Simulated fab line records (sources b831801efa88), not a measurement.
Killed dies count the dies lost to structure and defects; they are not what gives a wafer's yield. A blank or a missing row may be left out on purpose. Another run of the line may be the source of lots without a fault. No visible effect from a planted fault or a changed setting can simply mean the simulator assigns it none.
Problem report in the 8D (eight disciplines) form, filled by code    flow sky130    the parts of the form that need people (team, actions taken, sign-off) are left out

1. WHAT IS WRONG
At SKY_METAL1_STRIP_20, strip-time-to-endpoint-s averages 3.14 s over 4 wafers from 2 lots, while fault-free wafers read 2.61 s, standard deviation 0.072. Relative to the usual mean, that is a shift of +7.4 standard deviations.
The step: strips in O2/N2.
Seen first at day 35 19:52 on plasma-asher-04, wafer L180.3. At this step, 42 wafers from 14 lots have a number in the record. Rule for "out" (also "out of limits"): further than 4 standard deviations from the usual mean. Any other wafer with a number is counted as sound.

2. WHAT IT IS AND WHAT IT IS NOT
question                     is                                        is not
which readings at this step  strip-time-to-endpoint-s, oes-product-au  drypump-motor-current-A
which lots                   L180, L184                                L172, L174, L175, L179, L185, L187, L189, L190, L191, L192, L194, L195
which wafers of those lots   L180.3, L180.5, L184.3, L184.5            L180.1, L184.2
read on which tools          plasma-asher-03, plasma-asher-04          plasma-asher-02
when                         from day 35 19:52                         up to then (13 sound wafers); but 25 sound wafers of L184, L185, L187, L189, L190, L191, L192, L194, L195 came after

3. WHAT RULES OUT EACH SUSPECT
Counting: if a tool at a process step up to the reading ran every lot that is out, it stays a suspect. Sound lots after the first of them don't rule it out here, since some wafers of a struck lot are sound.
- rie-metal-01 at SKY_METAL1_DESCUM_17 (chemistry O2, time 8 s): kept. It processed each lot that is out (first: L180, day 35 19:30); up to then, its last sound lot is L179 (day 35 10:07).
- rie-metal-01 at SKY_METAL1_METAL_ETCH_19 (etches the open film in Cl2/BCl3, stops on SiO2, target depth 360 nm, time 78 s): kept. It processed each lot that is out (first: L180, day 35 19:41); up to then, its last sound lot is L179 (day 35 10:19).
Left after counting: rie-metal-01 at SKY_METAL1_DESCUM_17, rie-metal-01 at SKY_METAL1_METAL_ETCH_19.

4. THE CAUSE (what the simulator had put in)
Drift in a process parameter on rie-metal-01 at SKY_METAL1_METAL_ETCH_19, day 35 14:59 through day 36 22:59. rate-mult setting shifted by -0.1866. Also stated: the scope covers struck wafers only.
Counting leaves 2 suspects; this tool is one of them.

5. THE EFFECT CHAIN, in route order
One row per reading whose mean, taken over the struck wafers that have a number, lies over 3 standard deviations from the usual. Only readings for which the record gives a usual standard deviation are gone through. hours: the time from each lot's start at the first step in this table that gives one to its start at this step, as a median over the lots. sigmas: the change in usual standard deviations.
hours  step                 reading                   usual       on struck wafers  change  sigmas
0      SKY_METAL1_STRIP_20  oes-product-au            0.340 a.u.  0.364             +0.024  +4.6
0      SKY_METAL1_STRIP_20  strip-time-to-endpoint-s  2.61 s      3.14              +0.53   +7.4
Its process steps:
- SKY_METAL1_STRIP_20: strips in O2/N2.
Later measuring or inspecting steps at which every struck wafer that the step has a row for has a number for every such reading, and none has moved that far: SKY_VIA1_OVL_MEAS_13.

6. HOW IT WOULD HAVE BEEN CAUGHT EARLIER
In this record no reading fell out of limits until day 35 19:52, 5 hours after the fault had begun at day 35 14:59.
Tool readings at SKY_METAL1_METAL_ETCH_19 with a usual standard deviation given in the record: none out on any struck wafer, hence no alarm at a limit of 4 standard deviations on them.
L184, from the lots that are out (2), started SKY_METAL1_METAL_ETCH_19 on rie-metal-01 later than day 35 19:52. A hold on the tool at that time would have spared it.
